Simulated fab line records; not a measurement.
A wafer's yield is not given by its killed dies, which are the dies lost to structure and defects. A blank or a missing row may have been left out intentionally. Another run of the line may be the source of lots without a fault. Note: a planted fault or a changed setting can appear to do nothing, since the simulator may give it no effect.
fab line records | flow sky130
record: lots: 13 | wafers: 39 | last_day: 50
route steps=708 shown FIELD_ISO@1 LDD_P@264
lots untouched by any fault: they come from a run of this same line in which no faults occurred
start_h: hours from the record's opening day to when the first of the lot's shown wafers began | wait_h: hours from the lot's prior step to this one | " unchanged from the row above | L1.1+2: a row that stands for several wafers | - no value, or no start was given | * or withheld: withheld | < > ~ a bound
route shown NAME@n: NAME is a module with steps in the file, n the number in the route of the first one | usual: average and standard deviation across the fault-free wafers | same: alike in all rows | chamber/n: place in a boat | sites: readings site by site | _std_site: how widely they spread, as a standard deviation | _edge_site: the outer-site mean with the inner-site mean subtracted | radius_mm: for every site, how far away it sits from the centre of the wafer | mask NAME#n: copy n | behind: tool/chamber where the wafer was last shaped | hold: why the lot went on hold/how many hours it stayed there/how the hold came to an end | device: the n, p or np transistor that did not switch | end of line: tests of these same wafers at the route's end | a step with no rows: only its recipe | killed: count of dies lost to structure and defects at first sort (not the wafer's yield) | map: a wafer's dies, x killed, . not, _ none there
set.NAME: the setting that was run; set.NAME@STEP: the one run at that earlier step | model.NAME: the simulator's own value behind a step, which no gauge read
a sample of lots followed through the steps of the route, with each step as a table and each wafer as a row
services: the hour from which a tool's chamber was out of use, counted from the record's first day as start_h (under 0 if before that day), plus the number of hours and why
== steps ==
step: SKY_FIELD_ISO_BOW_MEAS_00
recipe: mode: bow
usual: INCOMING_BOW: -1/6.3
lot.wafer | tool          | chamber | start_h | wait_h | INCOMING_BOW[um]
L114.2    | film_metro-01 | -       | 15.02   | -      | -2
L114.3    | "             | -       | "       | "      | 5
L114.6    | "             | -       | "       | "      | -2
L115.1    | film_metro-04 | -       | 20.00   | -      | -6
L115.3    | "             | -       | "       | "      | -11
L115.6    | "             | -       | "       | "      | 2
L116.1    | film_metro-03 | -       | 25.00   | -      | -5
L116.3    | "             | -       | "       | "      | 4
L116.6    | "             | -       | "       | "      | -6
L118.1    | film_metro-03 | -       | 35.00   | -      | 6
L118.3    | "             | -       | "       | "      | -3
L118.4    | "             | -       | "       | "      | -11
L119.2    | film_metro-04 | -       | 40.02   | -      | 4
L119.3    | "             | -       | "       | "      | -4
L119.4    | "             | -       | "       | "      | -11
L121.1    | film_metro-03 | -       | 50.00   | -      | -6
L121.2    | "             | -       | "       | "      | -4
L121.4    | "             | -       | "       | "      | -20
L122.2    | film_metro-01 | -       | 55.02   | -      | -6
L122.5    | "             | -       | "       | "      | 1
L122.6    | "             | -       | "       | "      | -10
L125.4    | film_metro-03 | -       | 70.06   | -      | -4
L125.5    | "             | -       | "       | "      | 2
L125.6    | "             | -       | "       | "      | -9
L132.1    | film_metro-03 | -       | 105.00  | -      | 4
L132.2    | "             | -       | "       | "      | 3
L132.4    | "             | -       | "       | "      | 5
L133.1    | film_metro-01 | -       | 110.00  | -      | 4
L133.2    | "             | -       | "       | "      | 8
L133.4    | "             | -       | "       | "      | -8
L134.3    | film_metro-03 | -       | 115.04  | -      | -4
L134.5    | "             | -       | "       | "      | 4
L134.6    | "             | -       | "       | "      | -10
L135.2    | film_metro-03 | -       | 120.02  | -      | -5
L135.4    | "             | -       | "       | "      | 14
L135.6    | "             | -       | "       | "      | 7
L136.1    | film_metro-03 | -       | 125.00  | -      | 8
L136.3    | "             | -       | "       | "      | -1
L136.6    | "             | -       | "       | "      | 1
step: SKY_FIELD_ISO_THK_MEAS_02
recipe: reads: SiO2_of_FIELD_ISO_OXIDATION_01
usual: FIELD_ISO_OXIDATION_00_THK: 11.92/0.22
lot.wafer | tool          | chamber | start_h | wait_h | FIELD_ISO_OXIDATION_00_THK[nm]
L114.2    | film_metro-04 | -       | 18.38   | 0.0    | 11.79
L114.3    | "             | -       | "       | "      | 11.91
L114.6    | "             | -       | "       | "      | 11.85
L115.1    | film_metro-04 | -       | 22.73   | 0.0    | 12.18
L115.3    | "             | -       | "       | "      | 11.98
L115.6    | "             | -       | "       | "      | 11.91
L116.1    | film_metro-04 | -       | 27.57   | 0.0    | 12.17
L116.3    | "             | -       | "       | "      | 12.13
L116.6    | "             | -       | "       | "      | 12.06
L118.1    | film_metro-01 | -       | 36.63   | 0.0    | 12.21
L118.3    | "             | -       | "       | "      | 12.11
L118.4    | "             | -       | "       | "      | 12.24
L119.2    | film_metro-01 | -       | 42.65   | 0.0    | 11.67
L119.3    | "             | -       | "       | "      | 11.85
L119.4    | "             | -       | "       | "      | 11.70
L121.1    | film_metro-04 | -       | 52.95   | 0.0    | 11.80
L121.2    | "             | -       | "       | "      | 11.71
L121.4    | "             | -       | "       | "      | 12.11
L122.2    | film_metro-03 | -       | 57.07   | 0.0    | 11.74
L122.5    | "             | -       | "       | "      | 11.84
L122.6    | "             | -       | "       | "      | 11.96
L125.4    | film_metro-01 | -       | 73.23   | 0.0    | 11.78
L125.5    | "             | -       | "       | "      | 11.61
L125.6    | "             | -       | "       | "      | 11.60
L132.1    | film_metro-01 | -       | 108.59  | 0.0    | 11.96
L132.2    | "             | -       | "       | "      | 11.87
L132.4    | "             | -       | "       | "      | 11.87
L133.1    | film_metro-03 | -       | 112.77  | 0.0    | 11.92
L133.2    | "             | -       | "       | "      | 12.03
L133.4    | "             | -       | "       | "      | 11.97
L134.3    | film_metro-01 | -       | 117.28  | 0.0    | 11.67
L134.5    | "             | -       | "       | "      | 11.90
L134.6    | "             | -       | "       | "      | 11.59
L135.2    | film_metro-04 | -       | 122.73  | 0.0    | 11.71
L135.4    | "             | -       | "       | "      | 11.48
L135.6    | "             | -       | "       | "      | 11.76
L136.1    | film_metro-03 | -       | 126.89  | 0.0    | 11.91
L136.3    | "             | -       | "       | "      | 11.87
L136.6    | "             | -       | "       | "      | 11.79
step: SKY_FIELD_ISO_CD_MEAS_13
recipe: target_cd_nm: 150
usual: cd_nm: 149.8/1.5
lot.wafer | tool      | chamber | start_h | wait_h | cd_nm
L114.2    | cd_sem-02 | -       | 34.86   | -      | 149.1
L114.3    | "         | -       | "       | "      | 149.3
L114.6    | "         | -       | "       | "      | 147.9
L115.1    | cd_sem-02 | -       | 39.87   | -      | 149.7
L115.3    | "         | -       | "       | "      | 147.6
L115.6    | "         | -       | "       | "      | 148.1
L116.1    | cd_sem-02 | -       | 44.67   | -      | 146.8
L116.3    | "         | -       | "       | "      | 147.8
L116.6    | "         | -       | "       | "      | 147.9
L118.1    | cd_sem-01 | -       | 55.09   | -      | 152.1
L118.3    | "         | -       | "       | "      | 151.2
L118.4    | "         | -       | "       | "      | 150.9
L119.2    | cd_sem-02 | -       | 61.74   | -      | 147.1
L119.3    | "         | -       | "       | "      | 149.1
L119.4    | "         | -       | "       | "      | 148.5
L121.1    | cd_sem-02 | -       | 71.09   | -      | 149.7
L121.2    | "         | -       | "       | "      | 151.5
L121.4    | "         | -       | "       | "      | 149.5
L122.2    | cd_sem-01 | -       | 74.89   | -      | 150.7
L122.5    | "         | -       | "       | "      | 150.5
L122.6    | "         | -       | "       | "      | 149.2
L125.4    | cd_sem-02 | -       | 95.90   | -      | 148.4
L125.5    | "         | -       | "       | "      | 151.0
L125.6    | "         | -       | "       | "      | 148.9
L132.1    | cd_sem-02 | -       | 128.42  | -      | 149.0
L132.2    | "         | -       | "       | "      | 149.6
L132.4    | "         | -       | "       | "      | 150.1
L133.1    | cd_sem-02 | -       | 132.02  | -      | 151.7
L133.2    | "         | -       | "       | "      | 151.6
L133.4    | "         | -       | "       | "      | 153.3
L134.3    | cd_sem-02 | -       | 137.66  | -      | 149.0
L134.5    | "         | -       | "       | "      | 150.1
L134.6    | "         | -       | "       | "      | 151.0
L135.2    | cd_sem-01 | -       | 143.76  | -      | 149.1
L135.4    | "         | -       | "       | "      | 148.8
L135.6    | "         | -       | "       | "      | 150.0
L136.1    | cd_sem-02 | -       | 148.17  | -      | 149.9
L136.3    | "         | -       | "       | "      | 151.2
L136.6    | "         | -       | "       | "      | 150.6
step: SKY_LDD_P_IMPLANT_09
recipe: species: BF2 | energy_kev: 25 | dose_cm2: 1e+13 | tilt_deg: withheld
usual: dose_ions_cm2: 9.999e+12/9.3e+09 | faraday_current_uA: 56.4/1.2
lot.wafer | tool         | chamber | start_h | wait_h | dose_ions_cm2 | faraday_current_uA
L114.2    | implanter-03 | 0       | 441.73  | 0.1    | 9.994e+12     | 57.7
L114.3    | "            | 0       | "       | "      | 1.0017e+13    | 55.6
L114.6    | "            | 0       | "       | "      | 1.001e+13     | 54.4
L115.1    | implanter-02 | 0       | 456.28  | 0.0    | 9.998e+12     | 56.4
L115.3    | "            | 0       | "       | "      | 9.997e+12     | 58.6
L115.6    | "            | 0       | "       | "      | 9.981e+12     | 57.9
L116.1    | implanter-03 | 0       | 463.36  | 0.0    | 9.995e+12     | 56.0
L116.3    | "            | 0       | "       | "      | 1.0004e+13    | 58.3
L116.6    | "            | 0       | "       | "      | 9.999e+12     | 57.2
L118.1    | implanter-04 | 0       | 481.58  | 0.0    | 9.988e+12     | 58.1
L118.3    | "            | 0       | "       | "      | 1.0005e+13    | 56.8
L118.4    | "            | 0       | "       | "      | 1.0002e+13    | 57.6
L119.2    | implanter-03 | 0       | 490.80  | 0.0    | 1.0007e+13    | 55.0
L119.3    | "            | 0       | "       | "      | 9.996e+12     | 56.6
L119.4    | "            | 0       | "       | "      | 1e+13         | 55.2
L121.1    | implanter-03 | 0       | 509.71  | 0.0    | 9.991e+12     | 56.0
L121.2    | "            | 0       | "       | "      | 9.979e+12     | 55.9
L121.4    | "            | 0       | "       | "      | 9.992e+12     | 57.4
L122.2    | implanter-03 | 0       | 511.78  | 0.0    | 1.1094e+13    | 60.8
L122.5    | "            | 0       | "       | "      | 1.1118e+13    | 61.2
L122.6    | "            | 0       | "       | "      | 1.1107e+13    | 61.0
L125.4    | implanter-03 | 0       | 546.35  | 0.1    | 1.1097e+13    | 61.8
L125.5    | "            | 0       | "       | "      | 1.1114e+13    | 61.5
L125.6    | "            | 0       | "       | "      | 1.1093e+13    | 62.1
L132.1    | implanter-04 | 0       | 597.38  | 0.0    | 9.987e+12     | 56.1
L132.2    | "            | 0       | "       | "      | 9.992e+12     | 56.0
L132.4    | "            | 0       | "       | "      | 1.0009e+13    | 55.0
L133.1    | implanter-02 | 0       | 606.67  | 0.0    | 1.0005e+13    | 57.4
L133.2    | "            | 0       | "       | "      | 9.988e+12     | 55.3
L133.4    | "            | 0       | "       | "      | 9.992e+12     | 56.4
L134.3    | implanter-04 | 0       | 611.67  | 0.1    | 9.991e+12     | 54.9
L134.5    | "            | 0       | "       | "      | 9.996e+12     | 54.8
L134.6    | "            | 0       | "       | "      | 1.0014e+13    | 57.1
L135.2    | implanter-04 | 0       | 623.70  | 0.0    | 9.995e+12     | 55.0
L135.4    | "            | 0       | "       | "      | 9.994e+12     | 59.0
L135.6    | "            | 0       | "       | "      | 9.988e+12     | 55.9
L136.1    | implanter-03 | 0       | 628.62  | 0.0    | 1.0013e+13    | 54.8
L136.3    | "            | 0       | "       | "      | 1.0001e+13    | 55.9
L136.6    | "            | 0       | "       | "      | 1.0006e+13    | 56.4
step: SKY_LDD_P_TW_MEAS_11
usual: LDD_P_TW: 630/5.3
lot.wafer | tool          | chamber | start_h | wait_h | hold                     | LDD_P_TW
L114.2    | film_metro-01 | -       | 442.09  | 0.1    | -                        | 634
L114.3    | "             | -       | "       | "      | -                        | 633
L114.6    | "             | -       | "       | "      | -                        | 633
L115.1    | film_metro-03 | -       | 456.53  | 0.1    | -                        | 642
L115.3    | "             | -       | "       | "      | -                        | 641
L115.6    | "             | -       | "       | "      | -                        | 641
L116.1    | film_metro-02 | -       | 463.61  | 0.1    | -                        | 627
L116.3    | "             | -       | "       | "      | -                        | 627
L116.6    | "             | -       | "       | "      | -                        | 626
L118.1    | film_metro-02 | -       | 481.83  | 0.1    | -                        | 625
L118.3    | "             | -       | "       | "      | -                        | 626
L118.4    | "             | -       | "       | "      | -                        | 623
L119.2    | film_metro-02 | -       | 491.04  | 0.1    | -                        | 625
L119.3    | "             | -       | "       | "      | -                        | 627
L119.4    | "             | -       | "       | "      | -                        | 625
L121.1    | film_metro-01 | -       | 509.96  | 0.1    | -                        | 628
L121.2    | "             | -       | "       | "      | -                        | 626
L121.4    | "             | -       | "       | "      | -                        | 625
L122.2    | film_metro-03 | -       | 512.02  | 0.1    | await_dispo/0.2h/release | 658
L122.5    | "             | -       | "       | "      | await_dispo/0.2h/release | 660
L122.6    | "             | -       | "       | "      | await_dispo/0.2h/release | 654
L122.2    | film_metro-03 | -       | 512.25  | 0.2    | -                        | 659
L122.5    | "             | -       | "       | "      | -                        | 660
L122.6    | "             | -       | "       | "      | -                        | 657
L125.4    | film_metro-02 | -       | 546.56  | 0.1    | -                        | 646
L125.5    | "             | -       | "       | "      | -                        | 646
L125.6    | "             | -       | "       | "      | -                        | 646
L132.1    | film_metro-01 | -       | 597.63  | 0.1    | -                        | 637
L132.2    | "             | -       | "       | "      | -                        | 635
L132.4    | "             | -       | "       | "      | -                        | 641
L133.1    | film_metro-02 | -       | 606.92  | 0.1    | -                        | 623
L133.2    | "             | -       | "       | "      | -                        | 623
L133.4    | "             | -       | "       | "      | -                        | 626
L134.3    | film_metro-02 | -       | 611.89  | 0.1    | -                        | 625
L134.5    | "             | -       | "       | "      | -                        | 627
L134.6    | "             | -       | "       | "      | -                        | 623
L135.2    | film_metro-02 | -       | 623.94  | 0.1    | -                        | 626
L135.4    | "             | -       | "       | "      | -                        | 626
L135.6    | "             | -       | "       | "      | -                        | 626
L136.1    | film_metro-01 | -       | 628.87  | 0.1    | -                        | 631
L136.3    | "             | -       | "       | "      | -                        | 631
L136.6    | "             | -       | "       | "      | -                        | 630
== services ==
tool         | chamber | start_h | hours | kind
implanter-03 | -       | 420.10  | 2.9   | pm
implanter-02 | -       | 427.20  | 3.2   | pm
implanter-04 | -       | 427.46  | 15.0  | repair
implanter-03 | -       | 443.89  | 3.8   | pm
implanter-04 | -       | 455.88  | 4.3   | pm
implanter-03 | -       | 504.68  | 2.5   | repair
implanter-02 | -       | 509.51  | 17.8  | repair
implanter-02 | -       | 521.02  | 0.5   | repair
implanter-04 | -       | 567.78  | 2.3   | repair
implanter-02 | -       | 570.46  | 9.5   | repair
implanter-02 | -       | 584.73  | 2.3   | repair
implanter-02 | -       | 586.08  | 1.6   | repair
implanter-02 | -       | 616.53  | 2.0   | repair
implanter-03 | -       | 620.63  | 1.3   | repair
implanter-04 | -       | 621.66  | 0.9   | repair
implanter-02 | -       | 622.51  | 4.4   | pm
== key ==
first_sign: step: SKY_LDD_P_IMPLANT_09 | reading: dose_ions_cm2 | direction: up | sigmas: 99+ | usual: * | struck: *
effect: step: SKY_LDD_P_IMPLANT_09 | reading: faraday_current_uA | direction: up | sigmas: 4.3 | usual: 56.4 | struck: 61.4
effect: step: SKY_LDD_P_TW_MEAS_11 | reading: visit | direction: added
met_at SKY_LDD_P_IMPLANT_09
struck_lots L122,L125
tester_left_out L122,L125
not_acting_at SKY_FIELD_ISO_BOW_MEAS_00,SKY_FIELD_ISO_THK_MEAS_02,SKY_FIELD_ISO_CD_MEAS_13
onset_between 509.71 511.78
fault: kind: process_parameter_drift | tool: implanter-03 | chamber: - | onset_h: 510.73 | steps: SKY_LDD_P_IMPLANT_09 | channel: dose_cm2 | offset: * | shape: step | end_h: 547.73 | acts_in: * | stated: *
tester_left_out: of these lots the tester's yield and bins aren't shown, on N5 and GAA mostly nor the transistor test; their killed dies are dies lost to structure and defects alone, not to doping, threshold or leakage, so they don't give the yield
